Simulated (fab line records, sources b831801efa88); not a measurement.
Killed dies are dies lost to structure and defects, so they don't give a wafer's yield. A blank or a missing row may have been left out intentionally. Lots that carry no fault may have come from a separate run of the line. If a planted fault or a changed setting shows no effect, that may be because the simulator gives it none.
Shared-tool check | flow sky130 | 42 wafers sampled across 12 lots

WHAT PROMPTED THE OPENING
SKY_VT_ADJUST_LVTN_TW_MEAS_21, reading VT_ADJUST_LVTN_2_TW: flagged on 2 of 12 lots. Wafers without a fault read 186.8, standard deviation 1.2.
Rule: flag the lot when none of its wafers has a number, or when each of its wafers that has one lies beyond 4 standard deviations from that mean. All remaining lots are regarded as sound.

lot  | measured     | on            | VT_ADJUST_LVTN_2_TW, wafer by wafer | flag
L572 | day 8 03:55  | film metro-01 | 187.3 187.4 187.6                   |
L573 | day 8 05:04  | film metro-04 | 186.8 187.9 186.8                   |
L574 | day 8 13:37  | film metro-04 | 186.9 186.8 186.9                   |
L575 | day 8 18:23  | film metro-01 | 187.2 186.8 186.1                   |
L577 | day 9 10:54  | film metro-02 | 185.9 186.3 186.8                   |
L583 | day 11 01:41 | film metro-02 | 203.2 203.2 203.5 203.2 204.9 204.9 | FLAGGED
L585 | day 11 15:22 | film metro-02 | 203.7 204.7 204.1 203.1 203.5 204.4 | FLAGGED
L589 | day 12 16:11 | film metro-02 | 186.5 185.1 185.0                   |
L590 | day 13 03:11 | film metro-04 | 188.5 189.2 188.5                   |
L591 | day 13 06:31 | film metro-01 | 187.2 187.6 188.0                   |
L593 | day 14 04:06 | film metro-01 | 188.5 187.1 187.7                   |
L594 | day 14 09:41 | film metro-02 | 186.3 186.9 186.2                   |
On average the flagged lots' numbers are 203.9, which is +17.1 against the usual, or +14 standard deviations.

WHICH TOOL EACH LOT WENT THROUGH
The record holds 1 process step before the reading, out of a route of 708 steps. Read each cell as the tool, then ch plus the chambers that the sampled wafers visited, then the start.
lot  | flag    | SKY_VT_ADJUST_LVTN_IMPLANT_19
L572 |         | implanter-02 ch 0, day 8 03:43
L573 |         | implanter-01 ch 0, day 8 04:49
L574 |         | implanter-04 ch 0, day 8 13:24
L575 |         | implanter-02 ch 0, day 8 18:08
L577 |         | implanter-04 ch 0, day 9 10:40
L583 | FLAGGED | implanter-02 ch 0, day 11 01:26
L585 | FLAGGED | implanter-02 ch 0, day 11 15:07
L589 |         | implanter-01 ch 0, day 12 15:56
L590 |         | implanter-01 ch 0, day 13 02:56
L591 |         | implanter-04 ch 0, day 13 06:16
L593 |         | implanter-01 ch 0, day 14 03:52
L594 |         | implanter-02 ch 0, day 14 09:26
What these steps do:
- SKY_VT_ADJUST_LVTN_IMPLANT_19
- SKY_VT_ADJUST_LVTN_TW_MEAS_21

FLAGGED AGAINST TOTAL, ONE TOOL AT A TIME (gauges that did the reading follow at the end)
step                          | tool          | lots run | flagged | share of the flagged lots | sound lots run after its first flagged lot
SKY_VT_ADJUST_LVTN_IMPLANT_19 | implanter-01  | 4        | 0       | none                      | -
SKY_VT_ADJUST_LVTN_IMPLANT_19 | implanter-02  | 5        | 2       | all                       | 1 (L594)
SKY_VT_ADJUST_LVTN_IMPLANT_19 | implanter-04  | 3        | 0       | none                      | -
SKY_VT_ADJUST_LVTN_TW_MEAS_21 | film metro-01 | 4        | 0       | none                      | -
SKY_VT_ADJUST_LVTN_TW_MEAS_21 | film metro-02 | 5        | 2       | all                       | 2 (L589,L594)
SKY_VT_ADJUST_LVTN_TW_MEAS_21 | film metro-04 | 3        | 0       | none                      | -

WHAT IS ALLOWED BY THE TABLE
Rows of the table that ran all the flagged lots, 2 in number: implanter-02 at SKY_VT_ADJUST_LVTN_IMPLANT_19; film metro-02 at SKY_VT_ADJUST_LVTN_TW_MEAS_21.
- implanter-02 at SKY_VT_ADJUST_LVTN_IMPLANT_19 ran 5 lots, 2 of them flagged. Lots that were sound ran on it after the first flagged one (L594); a persistent fault on the entire tool would not allow that. Its own readings (dose ions cm2, faraday current uA) fall more than 4 standard deviations out on all wafers of the flagged lots.
- film metro-02 at SKY_VT_ADJUST_LVTN_TW_MEAS_21 ran 5 lots, 2 of them flagged. Lots that were sound ran on it after the first flagged one (L589, L594); a persistent fault on the entire tool would not allow that.
None of the table's rows ran every flagged lot and, after the first, no sound lot.

WHAT THE SIMULATOR HAD PUT IN
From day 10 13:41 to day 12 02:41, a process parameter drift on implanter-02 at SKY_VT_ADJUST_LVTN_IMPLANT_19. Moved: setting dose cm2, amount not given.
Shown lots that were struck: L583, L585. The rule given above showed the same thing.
